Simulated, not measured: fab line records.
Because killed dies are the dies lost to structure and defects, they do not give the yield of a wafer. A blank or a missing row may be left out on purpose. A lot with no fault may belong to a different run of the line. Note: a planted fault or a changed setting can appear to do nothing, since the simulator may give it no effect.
Problem report in the 8D (eight disciplines) form, filled by code || flow sky130 || the parts of the form that need people (team, actions taken, sign-off) are left out

1. THE ISSUE
Across 6 wafers from 2 lots, CAPM_TIN_RS at SKY_CAPM_RS_MEAS_03 averages 6.51 ohm/sq, while fault-free wafers read 6.92 ohm/sq with a standard deviation of 0.073. Relative to the usual mean, that is a shift of -5.6 standard deviations.
The step: measures by four-point-probe.
Seen first at day 39 04:32 on film-metro-03, wafer L330.1. At this step, 30 wafers from 10 lots have a number in the record. Rule for "out" (also "out of limits"): further than 4 standard deviations from the usual mean. The rest of the wafers with a number are treated as sound.

2. WHAT IT IS; WHAT IT IS NOT
{"question": "which readings at this step", "is": "CAPM_TIN_RS", "is not": "-"}
{"question": "which lots", "is": "L330, L331", "is not": "L326, L341, L342, L343, L344, L345, L346, L347"}
{"question": "which wafers of those lots", "is": "all that have a number", "is not": "-"}
{"question": "read on which gauges", "is": "film-metro-03, film-metro-04", "is not": "film-metro-02"}
{"question": "when", "is": "from day 39 04:32", "is not": "up to then (3 sound wafers); but 21 sound wafers of L341, L342, L343, L344, L345, L346, L347 came after"}

3. WHAT RULES OUT EACH SUSPECT
Counting: a tool at any process step up to the reading remains a suspect when it ran all the lots that are out and ran no sound lot after the first of those.
- ruled out: the gauge at SKY_CAPM_RS_MEAS_03. Those wafers that are out were read across 2 gauges (film-metro-03, film-metro-04).
- pvd-sputter-04 at SKY_CAPM_SPUTTER_02 (material TiN, target thk 200 nm, time 166.7 s): ruled out as a lasting fault. Following L330 (day 39 04:26), the first lot on it that is out, the sound lots L343, L345, L346, L347 were run on it.
Left after counting: nothing in the record.

4. THE CAUSE (what the simulator had put in)
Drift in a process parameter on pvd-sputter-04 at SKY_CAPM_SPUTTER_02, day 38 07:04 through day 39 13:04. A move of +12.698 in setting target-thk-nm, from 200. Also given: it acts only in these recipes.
The count ruled it out by mistake, since the rule takes a fault to strike every lot its tool runs from the start of the fault on, and this one did not do so.

5. SEQUENCE OF EFFECTS, ordered by route
One row per reading whose mean, taken over the struck wafers that have a number, lies over 3 standard deviations from the usual. Scope: only readings with a usual standard deviation given in the record; hours: median across lots of the time from each lot's start at the first step in this table that gives one to its start at this step; sigmas: change in usual standard deviations.
{"hours": 0, "step": "SKY_CAPM_RS_MEAS_03", "reading": "CAPM_TIN_RS", "usual": "6.92 ohm/sq", "on struck wafers": 6.51, "change": -0.41, "sigmas": -5.6}
{"hours": 0, "step": "SKY_CAPM_THK_MEAS_04", "reading": "CAPM_TIN_THK", "usual": "199.2 nm", "on struck wafers": 211.4, "change": "+12.2", "sigmas": "+5.3"}
{"hours": 24, "step": "SKY_CAPM_METAL_ETCH_13", "reading": "oes-product-au", "usual": "0.941 a.u.", "on struck wafers": 0.972, "change": "+0.031", "sigmas": "+4.2"}
Its process steps:
- SKY_CAPM_METAL_ETCH_13: etches TiN in Cl2/BCl3, stops on SiO2, target depth 220 nm, time 62.9 s.

6. WHAT WOULD HAVE CAUGHT IT SOONER
21 hours passed between the start of the fault at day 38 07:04 and the first reading out of limits at a measuring or inspecting step in this record, taken at day 39 04:32.
An alarm limit of 4 standard deviations would not have fired on the tool readings at SKY_CAPM_SPUTTER_02 for which the record gives a usual standard deviation, since none of them was out on any struck wafer.
